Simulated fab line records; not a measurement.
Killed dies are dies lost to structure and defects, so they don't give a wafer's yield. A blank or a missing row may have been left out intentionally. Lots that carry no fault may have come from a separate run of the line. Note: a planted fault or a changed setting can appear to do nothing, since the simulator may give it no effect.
8D (eight disciplines) problem report, filled in by code	flow sky130	the parts of the form that need people (team, actions taken, sign-off) are left out

== 1. WHAT WENT WRONG ==
Wafers without a fault read 2999.8 rpm, standard deviation 1.8; spin_speed_rpm at SKY_LDD_P_COAT_02 reads a mean of 2557.3 rpm on 6 wafers belonging to 2 lots. So: -99 or more standard deviations from the usual mean.
The step: resist thk 1140 nm.
First observed at day 21 05:30: wafer L778.1, on litho_track-02. The record has a number at this step for 30 wafers belonging to 10 lots. The rule behind "out" and "out of limits": a value lying over 4 standard deviations away from the usual mean. The other wafers with a number count as sound.

== 2. WHAT THIS IS AND IS NOT ==
question	is	is not
which readings at this step	spin_speed_rpm	exhaust_pa
which lots	L778, L781	L784, L786, L788, L789, L790, L791, L793, L794
which wafers of those lots	all that have a number	-
read on which tools	litho_track-02	litho_track-03, litho_track-04
when	from day 21 05:30	up to then (0 sound wafers); but 24 sound wafers of L784, L786, L788, L789, L790, L791, L793, L794 came after

== 3. THE SUSPECTS, EACH WITH WHAT RULES IT OUT ==
Counting: any tool at a process step up to the reading is kept as a suspect provided that every lot that is out went through it and no sound lot did after the first of them.
- litho_track-02 at SKY_LDD_P_COAT_02 (resist thk 1140 nm): ruled out as a lasting fault. After its first lot that is out, L778 (day 21 05:30), sound lots L788, L790, L793 ran on it.
Left after counting: nothing in the record.

== 4. THE CAUSE (what the simulator had put in) ==
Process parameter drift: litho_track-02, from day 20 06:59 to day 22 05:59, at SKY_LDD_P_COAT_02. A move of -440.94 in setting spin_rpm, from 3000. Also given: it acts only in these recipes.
Counting ruled it out, wrongly.

== 5. SEQUENCE OF EFFECTS, ordered by route ==
Each row: a reading whose mean over the struck wafers that have a number lies more than 3 standard deviations from the usual. Scope: only readings with a usual standard deviation given in the record; hours: median across lots of the time from each lot's start at the first step in this table that gives one to its start at this step; sigmas: change in usual standard deviations.
hours	step	reading	usual	on struck wafers	change	sigmas
0	SKY_LDD_P_COAT_02	spin_speed_rpm	2999.8 rpm	2557.3	-442.5	-99 or more
16	SKY_LDD_P_STRIP_10	strip_time_to_endpoint_s	14.17 s	15.22	+1.05	+29
The process steps in it:
- SKY_LDD_P_COAT_02: resist thk 1140 nm.
- SKY_LDD_P_STRIP_10: strips in O2/N2.
Later steps that measure or inspect, where all struck wafers having a row at the step show a number for every such reading and not one has moved that far: SKY_LDD_P_CD_MEAS_07.

== 6. HOW IT WOULD HAVE BEEN CAUGHT EARLIER ==
In this record the first reading out of limits was taken at day 21 05:30, 23 hours after the fault began at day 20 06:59.
